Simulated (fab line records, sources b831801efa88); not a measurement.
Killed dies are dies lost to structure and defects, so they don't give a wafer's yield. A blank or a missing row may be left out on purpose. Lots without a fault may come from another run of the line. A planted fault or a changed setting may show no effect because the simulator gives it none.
fab line records | flow sky130
record lots=5 wafers=15 last_day=50
route steps=708 shown LDD_LDN@303 SPACER@304 POLY_CUT@307 SD_P@320 RES_XHIGH@332
lots that met no fault: from a run of the same line without faults
start_h: hours from the record's first day to the start of the lot's first wafer shown | wait_h: hours since the lot's step before | " the same as in the row above | L1.1+2: a row that stands for several wafers | - no value, or no start given | * or withheld: withheld | < > ~ a bound
route shown NAME@n: a module of which the file shows steps, and the number in the route of the first | usual: mean/standard deviation of fault-free wafers | same: alike in all rows | chamber/n: place in a boat | sites: the reading at each site | _std_site: their standard deviation | _edge_site: outer sites' mean less inner sites' | radius_mm: how far each site lies from the wafer's centre | mask NAME#n: copy n | behind: the tool/chamber that last shaped the wafer | hold: why the lot was held/for how many hours/how that ended | device: the transistor (n, p or np) that didn't switch | end of line: the same wafers' tests at the end of the route | a step without rows: its recipe alone | killed: dies lost to structure and defects at the first sort, not the wafer's yield | map: a wafer's dies, x killed, . not, _ none there
set.NAME: the setting as run; set.NAME@STEP: as run at that earlier step | model.NAME: the simulator's own value behind a step, which no gauge read
lots at some steps of the route; a table a step, a row a wafer
services: from which hour (start_h, from the record's first day; less than 0 if before it) a tool's chamber was out of use, for how many hours, and why
## steps
# step SKY_LDD_LDN_CLEAN_14
# recipe chemistry=SC1/SC2 mix=1:4:20 temp_c=70 time_s=150 dry=n2_spin
# usual bath_heat_duty_pct=13.8/1.2
# same time_s=150
# columns lot.wafer tool chamber start_h wait_h bath_heat_duty_pct
L074.2 wet_bench-02 1 528.12 0.0 11.6
L074.3 " 1 " " 11.3
L074.5 " 1 " " 13.2
L080.1 wet_bench-01 3 583.11 0.1 14.2
L080.2 " 3 " " 12.8
L080.4 " 3 " " 13.5
L084.3 wet_bench-01 1 607.12 0.0 14.2
L084.5 " 1 " " 14.5
L084.6 " 1 " " 14.0
L089.1 wet_bench-02 3 647.41 0.1 13.2
L089.4 " 3 " " 10.6
L089.5 " 3 " " 11.5
L095.2 wet_bench-02 0 699.69 0.0 15.6
L095.3 " 0 " " 16.3
L095.6 " 0 " " 14.9
# step SKY_SPACER_CVD_00
# recipe material=Si3N4 precursor=DCS/NH3 target_thk_nm=43.1 temp_c=770 time_s=740 pressure_mtorr=250
# usual spike_tc_bottom_C=786.5/1.7 zone_power_centre_pct=16.4/2.2
# same time_s=740
# columns lot.wafer tool chamber start_h wait_h spike_tc_bottom_C zone_power_centre_pct
L074.2 lpcvd-02 1 528.17 0.0 786.4 13.6
L074.3 " 1 " " 786.0 13.7
L074.5 " 1 " " 785.9 13.9
L080.1 lpcvd-02 0 583.17 0.0 785.6 18.3
L080.2 " 0 " " 787.8 18.6
L080.4 " 0 " " 786.5 18.3
L084.3 lpcvd-02 1 608.99 1.8 786.1 14.1
L084.5 " 1 " " 783.8 14.0
L084.6 " 1 " " 784.0 14.0
L089.1 lpcvd-02 0 647.47 0.0 787.8 18.6
L089.4 " 0 " " 789.8 18.4
L089.5 " 0 " " 786.4 18.1
L095.2 lpcvd-02 1 701.55 1.8 785.7 13.8
L095.3 " 1 " " 785.7 13.8
L095.6 " 1 " " 783.3 14.1
# step SKY_SPACER_THK_MEAS_01
# recipe reads=Si3N4_of_SPACER_CVD_00
# usual SPACER_CVD_00_THK=43.1/0.46
# columns lot.wafer tool chamber start_h wait_h SPACER_CVD_00_THK[nm]
L074.2 film_metro-01 - 529.39 0.0 43.0
L074.3 " - " " 42.9
L074.5 " - " " 43.3
L080.1 film_metro-02 - 584.38 0.0 42.7
L080.2 " - " " 43.2
L080.4 " - " " 42.9
L084.3 film_metro-02 - 610.21 0.0 43.7
L084.5 " - " " 43.4
L084.6 " - " " 43.4
L089.1 film_metro-04 - 648.68 0.0 44.1
L089.4 " - " " 43.4
L089.5 " - " " 43.3
L095.2 film_metro-01 - 702.76 0.0 42.2
L095.3 " - " " 42.0
L095.6 " - " " 42.5
# step SKY_SPACER_ETCHBACK_02
# recipe chemistry=CH3F/O2 target=Si3N4 stop_on=SiO2 source_w=400 bias_w=80 pressure_mtorr=25 ch3f_flow_sccm=40 O2_flow_sccm=30 time_s=46.7 target_depth_a=450
# usual drypump_motor_current_A=5.8/0.54 oes_product_au=0.855/0.0067 throttle_valve_pct=10.561/0.01
# same time_s=46.7
# columns lot.wafer tool chamber start_h wait_h drypump_motor_current_A oes_product_au rf_hours_counter_h throttle_valve_pct
L074.2 rie_diel-04 2 529.44 0.0 5.6 0.846 13 10.565
L074.3 " 1 " " 5.2 0.852 3 10.545
L074.5 " 1 " " 5.2 0.853 - 10.549
L080.1 rie_diel-03 3 584.44 0.1 5.6 0.850 2 10.552
L080.2 " 2 " " 5.6 0.863 5 10.565
L080.4 " 0 " " 6.4 0.856 5 10.570
L084.3 rie_diel-04 3 610.25 0.0 5.0 0.863 64 10.555
L084.5 " 3 " " 5.0 0.856 - 10.564
L084.6 " 0 " " 6.8 0.858 - 10.558
L089.1 rie_diel-04 1 648.74 0.1 5.2 0.867 6 10.564
L089.4 " 2 " " 5.6 0.855 16 10.559
L089.5 " 1 " " 5.2 0.866 - 10.566
L095.2 rie_diel-01 2 702.81 0.0 5.6 0.849 7 10.553
L095.3 " 1 " " 5.6 0.852 5 10.565
L095.6 " 2 " " 5.5 0.856 - 10.568
# step SKY_POLY_CUT_DEHYDRATE_00
# recipe temp_c=200 time_s=60
# usual heater_power_total_W=160.38/0.13
# same time_s=60
# columns lot.wafer tool chamber start_h wait_h heater_power_total_W
L074.2 litho_track-04 0 544.04 14.6 160.53
L074.3 " 0 " " 160.36
L074.5 " 0 " " 160.44
L080.1 litho_track-03 0 598.29 13.8 160.15
L080.2 " 0 " " 160.38
L080.4 " 0 " " 160.59
L084.3 litho_track-04 0 624.17 13.9 160.37
L084.5 " 0 " " 160.36
L084.6 " 0 " " 160.23
L089.1 litho_track-03 0 662.69 13.9 160.27
L089.4 " 0 " " 160.24
L089.5 " 0 " " 160.37
L095.2 litho_track-01 0 715.46 12.6 160.15
L095.3 " 0 " " 160.34
L095.6 " 0 " " 160.32
# step SKY_POLY_CUT_HMDS_01
# recipe prime_time_s=60 prime_temp_c=120
# columns lot.wafer tool chamber start_h wait_h
L074.2+3+5 litho_track-04 0 544.19 0.1
L080.1+2+4 litho_track-03 0 598.44 0.1
L084.3+5+6 litho_track-04 0 624.32 0.1
L089.1+4+5 litho_track-03 0 662.84 0.1
L095.2+3+6 litho_track-01 0 715.61 0.1
# step SKY_POLY_CUT_COAT_02
# recipe resist=BARC temp_c=withheld time_s=withheld spin_rpm=3000 resist_thk_nm=60
# columns lot.wafer tool chamber start_h wait_h
L074.2+3+5 litho_track-04 0 544.34 0.1
L080.1+2+4 litho_track-03 0 598.59 0.1
L084.3+5+6 litho_track-04 0 624.47 0.1
L089.1+4+5 litho_track-03 0 662.99 0.1
L095.2+3+6 litho_track-01 0 715.76 0.1
# step SKY_POLY_CUT_COAT_03
# recipe resist=KrF-thick spin_rpm=3000 resist_thk_nm=450
# columns lot.wafer tool chamber start_h wait_h
L074.2+3+5 litho_track-04 0 - -
L080.1+2+4 litho_track-03 0 - -
L084.3+5+6 litho_track-04 0 - -
L089.1+4+5 litho_track-03 0 - -
L095.2+3+6 litho_track-01 0 - -
# step SKY_POLY_CUT_SOFTBAKE_04
# recipe temp_c=100 time_s=90 resist=KrF-thick
# usual heater_power_total_W=57.35/0.12
# same time_s=90
# columns lot.wafer tool chamber start_h wait_h heater_power_total_W
L074.2 litho_track-04 0 - - 57.14
L074.3 " 0 " " 57.33
L074.5 " 0 " " 57.25
L080.1 litho_track-03 0 - - 57.33
L080.2 " 0 " " 57.32
L080.4 " 0 " " 57.34
L084.3 litho_track-04 0 - - 57.31
L084.5 " 0 " " 57.33
L084.6 " 0 " " 57.23
L089.1 litho_track-03 0 - - 57.56
L089.4 " 0 " " 57.21
L089.5 " 0 " " 57.51
L095.2 litho_track-01 0 - - 57.22
L095.3 " 0 " " 57.16
L095.6 " 0 " " 57.40
# step SKY_POLY_CUT_EXPOSE_05
# recipe mask_id=NPCM na=0.8 source_shape=annular sigma_inner=0.55 sigma_outer=0.85 target_cd_nm=270 dose_mj=32
# columns lot.wafer tool chamber start_h wait_h mask
L074.2+3+5 krf_scanner-02 0 - - NPCM#0
L080.1+2+4 krf_scanner-01 0 - - NPCM#0
L084.3+5+6 krf_scanner-02 0 - - NPCM#0
L089.1+4+5 krf_scanner-01 0 - - NPCM#0
L095.2+3+6 krf_scanner-01 0 - - NPCM#0
# step SKY_POLY_CUT_PEB_06
# recipe peb_temp_c=withheld peb_time_s=withheld resist=KrF-thick
# columns lot.wafer tool chamber start_h wait_h
L074.2+3+5 litho_track-03 0 - -
L080.1+2+4 litho_track-03 0 - -
L084.3+5+6 litho_track-04 0 - -
L089.1+4+5 litho_track-03 0 - -
L095.2+3+6 litho_track-03 0 - -
# step SKY_POLY_CUT_DEVELOP_07
# recipe develop_time_s=60 resist=KrF-thick dev_temp_c=21
# columns lot.wafer tool chamber start_h wait_h
L074.2+3+5 litho_track-03 0 - -
L080.1+2+4 litho_track-03 0 - -
L084.3+5+6 litho_track-04 0 - -
L089.1+4+5 litho_track-03 0 - -
L095.2+3+6 litho_track-03 0 - -
# step SKY_POLY_CUT_CD_MEAS_08
# recipe target_cd_nm=270
# usual cd_nm=270.2/1.3
# columns lot.wafer tool chamber start_h wait_h cd_nm
L074.2 cd_sem-02 - 559.46 - 271.0
L074.3 " - " " 269.2
L074.5 " - " " 269.8
L080.1 cd_sem-01 - 612.69 - 269.2
L080.2 " - " " 268.9
L080.4 " - " " 268.8
L084.3 cd_sem-02 - 639.56 - 269.9
L084.5 " - " " 268.4
L084.6 " - " " 269.1
L089.1 cd_sem-01 - 676.79 - 270.9
L089.4 " - " " 271.4
L089.5 " - " " 270.2
L095.2 cd_sem-02 - 729.91 - 270.4
L095.3 " - " " 271.5
L095.6 " - " " 269.9
# step SKY_POLY_CUT_OVL_MEAS_09
# usual POLY_CUT_OVL=2/5.2
# columns lot.wafer tool chamber start_h wait_h POLY_CUT_OVL[nm]
L074.2 overlay-01 - 559.57 0.1 3
L074.3 " - " " 2
L074.5 " - " " 4
L080.1 overlay-01 - 612.81 0.1 0
L080.2 " - " " 2
L080.4 " - " " 1
L084.3 overlay-02 - 639.65 0.1 4
L084.5 " - " " 0
L084.6 " - " " 6
L089.1 overlay-02 - 676.91 0.1 10
L089.4 " - " " 5
L089.5 " - " " 6
L095.2 overlay-01 - 730.02 0.1 7
L095.3 " - " " 8
L095.6 " - " " 3
# step SKY_POLY_CUT_ETCH_10
# recipe chemistry=N2/H2 target=BARC ion_energy_ev=200 source_w=500 bias_w=100 pressure_mtorr=30 n2_flow_sccm=100 h2_flow_sccm=200 stop_on=SiO2 time_s=45.9 target_depth_a=600
# usual drypump_motor_current_A=5.7/0.61 n2_flow_sccm=100.0/0.3 oes_product_au=0.855/0.0045 throttle_valve_pct=13.224/0.0093
# same time_s=45.9
# columns lot.wafer tool chamber start_h wait_h drypump_motor_current_A n2_flow_sccm oes_product_au rf_hours_counter_h throttle_valve_pct
L074.2 rie_diel-04 2 559.60 0.0 5.6 100.0 0.857 13 13.237
L074.3 " 0 " " 6.8 99.5 0.860 82 13.235
L074.5 " 1 " " 5.2 99.9 0.853 - 13.212
L080.1 rie_diel-02 0 612.85 0.0 5.8 100.3 0.857 56 13.233
L080.2 " 2 " " 6.2 99.9 0.858 7 13.220
L080.4 " 3 " " 5.9 100.3 0.856 9 13.235
L084.3 rie_diel-04 1 639.67 0.0 5.2 100.0 0.859 5 13.234
L084.5 " 0 " " 6.8 100.0 0.861 - 13.235
L084.6 " 3 " " 5.0 100.0 0.856 - 13.219
L089.1 rie_diel-01 1 676.95 0.0 5.6 100.0 0.855 4 13.224
L089.4 " 2 " " 5.6 100.2 0.864 7 13.216
L089.5 " 2 " " 5.6 100.4 0.847 - 13.217
L095.2 rie_diel-02 3 730.05 0.0 5.9 99.6 0.855 12 13.225
L095.3 " 0 " " 5.8 99.5 0.857 1 13.211
L095.6 " 0 " " 5.8 100.0 0.855 - 13.224
# step SKY_POLY_CUT_ETCH_11
# recipe target=Si3N4 chemistry=CF4/CH2F2/Ar stop_on=poly-Si source_w=600 bias_w=150 pressure_mtorr=40 cf4_flow_sccm=40 ch2f2_flow_sccm=20 Ar_flow_sccm=150 time_s=42.5 target_depth_a=600
# usual drypump_motor_current_A=5.7/0.61 oes_product_au=0.830/0.0062 throttle_valve_pct=14.995/0.0093
# same time_s=42.5
# columns lot.wafer tool chamber start_h wait_h drypump_motor_current_A oes_product_au rf_hours_counter_h throttle_valve_pct
L074.2 rie_diel-04 2 559.64 0.0 5.7 0.835 13 14.996
L074.3 " 0 " " 6.8 0.838 82 14.996
L074.5 " 1 " " 5.2 0.831 - 14.997
L080.1 rie_diel-02 0 612.89 0.0 5.8 0.834 56 14.996
L080.2 " 2 " " 6.2 0.829 7 14.997
L080.4 " 3 " " 5.8 0.829 9 14.983
L084.3 rie_diel-04 1 639.72 0.0 5.2 0.833 5 14.998
L084.5 " 0 " " 6.8 0.830 - 15.011
L084.6 " 3 " " 5.0 0.839 - 15.004
L089.1 rie_diel-01 1 676.99 0.0 5.6 0.833 4 14.996
L089.4 " 2 " " 5.5 0.828 7 14.999
L089.5 " 2 " " 5.6 0.831 - 14.988
L095.2 rie_diel-02 3 730.09 0.0 5.9 0.829 12 14.989
L095.3 " 0 " " 5.8 0.825 1 14.992
L095.6 " 0 " " 5.8 0.825 - 15.002
# step SKY_POLY_CUT_STRIP_12
# recipe chemistry=O2/N2 power_w=1400 pressure_mtorr=1500 platen_temp_c=withheld o2_flow_sccm=3000 n2_flow_sccm=300 overash_fraction=0.5
# usual drypump_motor_current_A=5.64/0.16 n2_flow_sccm=300.3/0.84 oes_product_au=0.453/0.0046 strip_time_to_endpoint_s=5.368/0.017
# columns lot.wafer tool chamber start_h wait_h drypump_motor_current_A n2_flow_sccm oes_product_au rf_hours_counter_h strip_time_to_endpoint_s
L074.2 plasma_asher-04 0 559.68 0.0 5.68 301.3 0.451 44 5.370
L074.3 " 0 " " 5.67 301.2 0.449 - 5.359
L074.5 " 0 " " 5.69 299.7 0.458 - 5.360
L080.1 plasma_asher-04 1 612.93 0.0 5.41 299.6 0.452 50 5.366
L080.2 " 0 " " 5.69 300.7 0.453 50 5.379
L080.4 " 0 " " 5.67 300.9 0.456 - 5.370
L084.3 plasma_asher-03 1 639.79 0.1 5.69 299.5 0.457 - 5.368
L084.5 " 0 " " 5.62 298.7 0.444 - 5.367
L084.6 " 1 " " 5.68 299.2 0.453 - 5.367
L089.1 plasma_asher-04 0 677.03 0.0 5.67 301.5 0.448 56 5.383
L089.4 " 1 " " 5.40 299.9 0.455 - 5.387
L089.5 " 0 " " 5.67 300.5 0.454 - 5.372
L095.2 plasma_asher-03 1 730.13 0.0 5.67 299.5 0.452 29 5.357
L095.3 " 1 " " 5.67 299.0 0.454 - 5.350
L095.6 " 1 " " 5.67 300.5 0.452 - 5.353
# step SKY_SD_P_DEHYDRATE_00
# recipe temp_c=200 time_s=60
# usual heater_power_total_W=160.37/0.13
# same time_s=60
# columns lot.wafer tool chamber start_h wait_h heater_power_total_W
L074.2 litho_track-01 0 573.81 14.1 160.38
L074.3 " 0 " " 160.45
L074.5 " 0 " " 160.34
L080.1 litho_track-01 0 627.39 14.4 160.52
L080.2 " 0 " " 160.36
L080.4 " 0 " " 160.38
L084.3 litho_track-03 0 653.29 13.5 160.13
L084.5 " 0 " " 160.53
L084.6 " 0 " " 160.17
L089.1 litho_track-02 0 690.72 13.7 160.37
L089.4 " 0 " " 160.20
L089.5 " 0 " " 160.64
L095.2 litho_track-03 0 743.22 13.1 160.34
L095.3 " 0 " " 160.41
L095.6 " 0 " " 160.25
# step SKY_SD_P_HMDS_01
# recipe prime_time_s=60 prime_temp_c=120
# columns lot.wafer tool chamber start_h wait_h
L074.2+3+5 litho_track-01 0 573.96 0.1
L080.1+2+4 litho_track-01 0 627.54 0.1
L084.3+5+6 litho_track-03 0 653.44 0.1
L089.1+4+5 litho_track-02 0 690.87 0.1
L095.2+3+6 litho_track-03 0 743.37 0.1
# step SKY_SD_P_COAT_02
# recipe resist=NOVOLAK spin_rpm=3000 resist_thk_nm=1140
# columns lot.wafer tool chamber start_h wait_h
L074.2+3+5 litho_track-01 0 574.11 0.1
L080.1+2+4 litho_track-01 0 627.69 0.1
L084.3+5+6 litho_track-03 0 653.59 0.1
L089.1+4+5 litho_track-02 0 691.02 0.1
L095.2+3+6 litho_track-03 0 743.52 0.1
# step SKY_SD_P_SOFTBAKE_03
# recipe temp_c=90 time_s=60 resist=NOVOLAK
# usual heater_power_total_W=56.59/0.045
# same time_s=60
# columns lot.wafer tool chamber start_h wait_h heater_power_total_W
L074.2 litho_track-01 0 574.26 0.1 56.64
L074.3 " 0 " " 56.65
L074.5 " 0 " " 56.58
L080.1 litho_track-01 0 627.84 0.1 56.48
L080.2 " 0 " " 56.59
L080.4 " 0 " " 56.64
L084.3 litho_track-03 0 653.74 0.1 56.66
L084.5 " 0 " " 56.66
L084.6 " 0 " " 56.57
L089.1 litho_track-02 0 691.17 0.1 56.58
L089.4 " 0 " " 56.56
L089.5 " 0 " " 56.62
L095.2 litho_track-03 0 743.67 0.1 56.56
L095.3 " 0 " " 56.58
L095.6 " 0 " " 56.62
# step SKY_SD_P_EXPOSE_04
# recipe mask_id=PSDM na=0.6 source_shape=conventional sigma_outer=0.6 polarization=unpolarized target_cd_nm=380 dose_mj=138
# columns lot.wafer tool chamber start_h wait_h mask
L074.2+3+5 iline_stepper-02 0 - - PSDM#0
L080.1+2+4 iline_stepper-01 0 - - PSDM#0
L084.3+5+6 iline_stepper-01 0 - - PSDM#0
L089.1+4+5 iline_stepper-02 0 - - PSDM#0
L095.2+3+6 iline_stepper-01 0 - - PSDM#0
# step SKY_SD_P_PEB_05
# recipe temp_c=withheld time_s=* resist=NOVOLAK
# same time_s=*
# columns lot.wafer tool chamber start_h wait_h
L074.2+3+5 litho_track-03 0 - -
L080.1+2+4 litho_track-01 0 - -
L084.3+5+6 litho_track-03 0 - -
L089.1+4+5 litho_track-03 0 - -
L095.2+3+6 litho_track-03 0 - -
# step SKY_SD_P_DEVELOP_06
# recipe resist=NOVOLAK developer=TMAH develop_time_s=60 dev_temp_c=23
# columns lot.wafer tool chamber start_h wait_h
L074.2+3+5 litho_track-03 0 588.52 0.1
L080.1+2+4 litho_track-01 0 641.48 0.1
L084.3+5+6 litho_track-03 0 668.04 0.1
L089.1+4+5 litho_track-03 0 704.29 0.1
L095.2+3+6 litho_track-03 0 756.52 0.1
# step SKY_SD_P_CD_MEAS_07
# recipe target_cd_nm=380
# usual cd_nm=379.4/2.8
# columns lot.wafer tool chamber start_h wait_h cd_nm
L074.2 cd_sem-02 - 588.66 0.1 379.2
L074.3 " - " " 380.6
L074.5 " - " " 380.1
L080.1 cd_sem-02 - 641.63 0.1 385.0
L080.2 " - " " 383.6
L080.4 " - " " 381.0
L084.3 cd_sem-02 - 668.18 0.1 384.5
L084.5 " - " " 383.4
L084.6 " - " " 383.6
L089.1 cd_sem-02 - 704.44 0.1 379.2
L089.4 " - " " 378.2
L089.5 " - " " 376.0
L095.2 cd_sem-01 - 756.66 0.1 378.2
L095.3 " - " " 377.4
L095.6 " - " " 375.5
# step SKY_SD_P_OVL_MEAS_08
# usual SD_P_OVL=-1.1/1.2
# columns lot.wafer tool chamber start_h wait_h SD_P_OVL[nm]
L074.2 overlay-01 - 588.77 0.1 -0.8
L074.3 " - " " 1.4
L074.5 " - " " -0.2
L080.1 overlay-02 - 641.75 0.1 -1.7
L080.2 " - " " -1.5
L080.4 " - " " -1.4
L084.3 overlay-02 - 668.27 0.1 -1.4
L084.5 " - " " -1.2
L084.6 " - " " -1.6
L089.1 overlay-01 - 704.56 0.1 -3.9
L089.4 " - " " -2.1
L089.5 " - " " -2.8
L095.2 overlay-02 - 756.77 0.1 -1.6
L095.3 " - " " -0.9
L095.6 " - " " -0.5
# step SKY_SD_P_IMPLANT_09
# recipe species=BF2 energy_kev=20 dose_cm2=3e+15 tilt_deg=0
# same implant_ion_amu=49
# columns lot.wafer tool chamber start_h wait_h
L074.2+3+5 implanter-02 0 588.82 0.0
L080.1+2+4 implanter-01 0 641.79 0.0
L084.3+5+6 implanter-02 0 668.35 0.1
L089.1+4+5 implanter-01 0 704.60 0.0
L095.2+3+6 implanter-01 0 756.82 0.0
# step SKY_SD_P_STRIP_10
# recipe chemistry=O2/N2 power_w=1400 pressure_mtorr=1500 platen_temp_c=withheld o2_flow_sccm=3000 n2_flow_sccm=300 overash_fraction=0.5
# usual drypump_motor_current_A=5.59/0.2 n2_flow_sccm=300.1/0.92 oes_product_au=0.617/0.0045 strip_time_to_endpoint_s=17.52/0.041
# columns lot.wafer tool chamber start_h wait_h drypump_motor_current_A n2_flow_sccm oes_product_au rf_hours_counter_h strip_time_to_endpoint_s
L074.2 plasma_asher-02 1 588.95 0.1 5.61 299.0 0.616 77 17.47
L074.3 " 0 " " 5.36 298.6 0.605 - 17.47
L074.5 " 1 " " 5.61 300.0 0.619 - 17.51
L080.1 plasma_asher-03 0 641.94 0.1 5.65 300.4 0.619 22 17.46
L080.2 " 1 " " 5.69 299.8 0.613 22 17.41
L080.4 " 1 " " 5.67 300.4 0.614 - 17.48
L084.3 plasma_asher-01 1 668.48 0.1 5.99 299.8 0.614 - 17.51
L084.5 " 0 " " 5.46 301.8 0.618 - 17.55
L084.6 " 1 " " 5.91 299.7 0.614 - 17.53
L089.1 plasma_asher-01 0 704.75 0.1 5.45 300.9 0.620 104 17.57
L089.4 " 0 " " 5.46 301.4 0.613 - 17.54
L089.5 " 0 " " 5.46 300.7 0.618 - 17.54
L095.2 plasma_asher-01 1 756.95 0.1 5.96 300.7 0.620 1 17.50
L095.3 " 0 " " 5.43 300.3 0.618 - 17.52
L095.6 " 1 " " 5.97 300.5 0.614 - 17.56
# step SKY_SD_P_TW_MEAS_11
# usual SD_P_TW=2818/26
# columns lot.wafer tool chamber start_h wait_h SD_P_TW
L074.2 film_metro-03 - 589.06 0.1 2790
L074.3 " - " " 2806
L074.5 " - " " 2801
L080.1 film_metro-03 - 642.04 0.1 2795
L080.2 " - " " 2792
L080.4 " - " " 2801
L084.3 film_metro-02 - 668.57 0.1 2807
L084.5 " - " " 2811
L084.6 " - " " 2809
L089.1 film_metro-03 - 704.85 0.1 2799
L089.4 " - " " 2810
L089.5 " - " " 2813
L095.2 film_metro-02 - 757.06 0.1 2795
L095.3 " - " " 2798
L095.6 " - " " 2793
# step SKY_RES_XHIGH_DEHYDRATE_00
# recipe temp_c=200 time_s=60
# usual heater_power_total_W=160.37/0.12
# same time_s=60
# columns lot.wafer tool chamber start_h wait_h heater_power_total_W
L074.2 litho_track-01 0 602.46 13.4 160.50
L074.3 " 0 " " 160.44
L074.5 " 0 " " 160.50
L080.1 litho_track-01 0 655.98 13.9 160.16
L080.2 " 0 " " 160.24
L080.4 " 0 " " 160.19
L084.3 litho_track-04 0 681.32 12.7 160.19
L084.5 " 0 " " 160.42
L084.6 " 0 " " 160.21
L089.1 litho_track-02 0 717.97 13.1 160.58
L089.4 " 0 " " 160.44
L089.5 " 0 " " 160.31
L095.2 litho_track-02 0 770.30 13.2 160.35
L095.3 " 0 " " 160.38
L095.6 " 0 " " 160.46
# step SKY_RES_XHIGH_HMDS_01
# recipe prime_time_s=60 prime_temp_c=120
# columns lot.wafer tool chamber start_h wait_h
L074.2+3+5 litho_track-01 0 602.61 0.1
L080.1+2+4 litho_track-01 0 656.13 0.1
L084.3+5+6 litho_track-04 0 681.47 0.1
L089.1+4+5 litho_track-02 0 718.12 0.1
L095.2+3+6 litho_track-02 0 770.45 0.1
# step SKY_RES_XHIGH_COAT_02
# recipe resist=NOVOLAK spin_rpm=3000 resist_thk_nm=1140
# columns lot.wafer tool chamber start_h wait_h
L074.2+3+5 litho_track-01 0 602.76 0.1
L080.1+2+4 litho_track-01 0 656.28 0.1
L084.3+5+6 litho_track-04 0 681.62 0.1
L089.1+4+5 litho_track-02 0 718.27 0.1
L095.2+3+6 litho_track-02 0 770.60 0.1
# step SKY_RES_XHIGH_SOFTBAKE_03
# recipe temp_c=90 time_s=60 resist=NOVOLAK
# usual heater_power_total_W=56.60/0.042
# same time_s=60
# columns lot.wafer tool chamber start_h wait_h heater_power_total_W
L074.2 litho_track-01 0 602.91 0.1 56.58
L074.3 " 0 " " 56.56
L074.5 " 0 " " 56.58
L080.1 litho_track-01 0 656.43 0.1 56.59
L080.2 " 0 " " 56.57
L080.4 " 0 " " 56.59
L084.3 litho_track-04 0 681.77 0.1 56.55
L084.5 " 0 " " 56.53
L084.6 " 0 " " 56.63
L089.1 litho_track-02 0 718.42 0.1 56.62
L089.4 " 0 " " 56.60
L089.5 " 0 " " 56.60
L095.2 litho_track-02 0 770.75 0.1 56.59
L095.3 " 0 " " 56.58
L095.6 " 0 " " 56.57
# step SKY_RES_XHIGH_EXPOSE_04
# recipe mask_id=URPM na=0.6 source_shape=conventional sigma_outer=0.6 polarization=unpolarized target_cd_nm=1270 dose_mj=140
# columns lot.wafer tool chamber start_h wait_h mask
L074.2+3+5 iline_stepper-02 0 - - URPM#0
L080.1+2+4 iline_stepper-02 0 - - URPM#0
L084.3+5+6 iline_stepper-02 0 - - URPM#0
L089.1+4+5 iline_stepper-01 0 - - URPM#0
L095.2+3+6 iline_stepper-02 0 - - URPM#0
# step SKY_RES_XHIGH_PEB_05
# recipe temp_c=withheld time_s=* resist=NOVOLAK
# same time_s=*
# columns lot.wafer tool chamber start_h wait_h
L074.2+3+5 litho_track-01 0 - -
L080.1+2+4 litho_track-02 0 - -
L084.3+5+6 litho_track-02 0 - -
L089.1+4+5 litho_track-01 0 - -
L095.2+3+6 litho_track-01 0 - -
# step SKY_RES_XHIGH_DEVELOP_06
# recipe resist=NOVOLAK developer=TMAH develop_time_s=60 dev_temp_c=23
# columns lot.wafer tool chamber start_h wait_h
L074.2+3+5 litho_track-01 0 617.41 0.1
L080.1+2+4 litho_track-02 0 670.37 0.1
L084.3+5+6 litho_track-02 0 695.67 0.1
L089.1+4+5 litho_track-01 0 732.34 0.1
L095.2+3+6 litho_track-01 0 783.81 0.1
# step SKY_RES_XHIGH_IMPLANT_07
# recipe species=BF2 energy_kev=20 dose_cm2=3.6e+14 tilt_deg=0
# same implant_ion_amu=49
# columns lot.wafer tool chamber start_h wait_h
L074.2+3+5 implanter-02 0 617.56 0.1
L080.1+2+4 implanter-01 0 670.52 0.1
L084.3+5+6 implanter-01 0 695.82 0.1
L089.1+4+5 implanter-02 0 732.49 0.1
L095.2+3+6 implanter-01 0 783.96 0.1
# step SKY_RES_XHIGH_STRIP_08
# recipe chemistry=O2/N2 power_w=1400 pressure_mtorr=1500 platen_temp_c=withheld o2_flow_sccm=3000 n2_flow_sccm=300 overash_fraction=0.5
# usual drypump_motor_current_A=5.55/0.13 n2_flow_sccm=300.2/0.89 oes_product_au=0.711/0.0044 strip_time_to_endpoint_s=14.30/0.034
# columns lot.wafer tool chamber start_h wait_h drypump_motor_current_A n2_flow_sccm oes_product_au rf_hours_counter_h strip_time_to_endpoint_s
L074.2 plasma_asher-02 0 617.69 0.1 5.34 300.2 0.706 80 14.26
L074.3 " 0 " " 5.38 300.5 0.720 - 14.26
L074.5 " 0 " " 5.34 299.9 0.706 - 14.23
L080.1 plasma_asher-04 1 670.67 0.1 5.41 301.4 0.712 55 14.28
L080.2 " 0 " " 5.70 300.3 0.709 55 14.27
L080.4 " 1 " " 5.42 300.6 0.712 - 14.31
L084.3 plasma_asher-04 1 695.96 0.1 5.41 300.2 0.706 - 14.27
L084.5 " 1 " " 5.44 299.3 0.717 - 14.31
L084.6 " 0 " " 5.69 301.0 0.703 - 14.27
L089.1 plasma_asher-03 0 732.64 0.1 5.64 301.2 0.712 29 14.25
L089.4 " 0 " " 5.63 301.3 0.706 - 14.30
L089.5 " 0 " " 5.63 301.9 0.714 - 14.25
L095.2 plasma_asher-04 0 784.09 0.1 5.69 299.0 0.706 67 14.35
L095.3 " 0 " " 5.70 299.7 0.708 - 14.30
L095.6 " 0 " " 5.69 298.7 0.713 - 14.33
# step SKY_RES_XHIGH_TW_MEAS_09
# usual RES_XHIGH_TW=1637/14
# columns lot.wafer tool chamber start_h wait_h RES_XHIGH_TW
L074.2 film_metro-04 - 617.80 0.1 1660
L074.3 " - " " 1655
L074.5 " - " " 1652
L080.1 film_metro-04 - 670.77 0.1 1641
L080.2 " - " " 1645
L080.4 " - " " 1655
L084.3 film_metro-04 - 696.04 0.1 1655
L084.5 " - " " 1657
L084.6 " - " " 1658
L089.1 film_metro-03 - 732.74 0.1 1636
L089.4 " - " " 1635
L089.5 " - " " 1651
L095.2 film_metro-02 - 784.20 0.1 1632
L095.3 " - " " 1631
L095.6 " - " " 1632
## services
# columns tool chamber start_h hours kind
plasma_asher-04 - 507.72 1.7 repair
implanter-02 - 518.29 2.3 pm
implanter-02 - 525.32 2.0 repair
plasma_asher-04 - 540.73 5.8 repair
implanter-02 - 550.36 1.5 repair
iline_stepper-02 - 564.99 1.7 pm
rie_diel-02 0 571.98 9.7 repair
iline_stepper-01 - 580.97 1.7 pm
implanter-02 - 581.85 2.2 repair
implanter-02 - 586.64 0.6 repair
lpcvd-02 - 596.37 0.7 repair
lpcvd-02 - 605.01 1.9 repair
rie_diel-02 0 605.75 3.0 repair
rie_diel-04 - 614.57 4.3 pm
rie_diel-02 0 629.65 15.0 repair
rie_diel-02 2 633.02 9.1 repair
iline_stepper-02 - 644.61 4.8 repair
plasma_asher-04 - 652.06 2.8 pm
rie_diel-04 1 673.39 27.4 repair
lpcvd-02 - 679.77 3.8 repair
rie_diel-04 3 712.88 3.7 repair
implanter-01 - 757.42 1.8 repair
implanter-01 - 777.26 5.0 pm
iline_stepper-02 - 783.28 1.7 pm
## key
fault none
